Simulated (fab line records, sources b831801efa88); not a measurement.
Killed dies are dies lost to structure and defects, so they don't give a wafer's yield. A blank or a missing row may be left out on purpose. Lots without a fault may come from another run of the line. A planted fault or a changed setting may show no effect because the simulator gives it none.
Chamber matching | flow gf180mcu | GF_PASSIVATION_CVD_00 on pecvd-03: 3 sister chambers
The step deposits SiO2 from TEOS, target thk 1000 nm, time 111.95 s. 20 wafers are shown with their chamber, then 10 later ones without.

WAFERS WITH THEIR CHAMBER
wafer  | chamber | heater_power_w (W)
L077.1 | 2       | 723
L077.3 | 2       | 611
L077.4 | 1       | 506
L078.1 | 2       | 684
L078.5 | 1       | 506
L078.6 | 2       | 606
L082.1 | 0       | 646
L082.2 | 2       | 658
L082.3 | 1       | 550
L082.4 | 0       | 693
L082.5 | 1       | 607
L082.6 | 2       | 711
L091.1 | 1       | 566
L091.2 | 2       | 720
L091.6 | 2       | 694
L091.3 | 1       | 613
L091.4 | 2       | 610
L091.5 | 1       | 654
L092.1 | 0       | 614
L092.2 | 2       | 699

SIGNATURES (means of the wafers above)
reading        | chamber 0 | chamber 1 | chamber 2 | scatter within a chamber
heater_power_w | 651.00    | 571.71    | 671.60    | 49.7
Rule: a wafer's distance from a chamber is the root of the sum, over the readings, of the square of ((its reading less the chamber's mean) divided by the reading's scatter). The wafer belongs to the nearest chamber; if the next one is less than 2 further off, it can't be placed. The scatter: the root of (the sum of the squares of (reading less its chamber's mean) over the shown wafers, divided by (wafers less chambers)).

WAFERS WITHOUT THEIR CHAMBER
wafer  | heater_power_w (W)
L092.3 | 534
L092.4 | 652
L092.5 | 755
L092.6 | 605
L095.1 | 597
L095.2 | 723
L095.3 | 637
L095.4 | 638
L095.5 | 515
L095.6 | 764

WHICH CHAMBER EACH WENT THROUGH
wafer  | from the rows above          | in truth
L092.3 | can't be placed: 1 or 0      | 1
L092.4 | can't be placed: 0 or 2 or 1 | 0
L092.5 | can't be placed: 2 or 0      | 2
L092.6 | can't be placed: 1 or 0 or 2 | 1
L095.1 | can't be placed: 1 or 0 or 2 | 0
L095.2 | can't be placed: 2 or 0      | 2
L095.3 | can't be placed: 0 or 2 or 1 | 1
L095.4 | can't be placed: 0 or 2 or 1 | 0
L095.5 | can't be placed: 1 or 0      | 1
L095.6 | can't be placed: 2 or 0      | 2
Placed correctly: 0 of 10. Can't be placed from these rows: 10 (the true chamber is among the candidates in 10). Placed wrongly: 0.
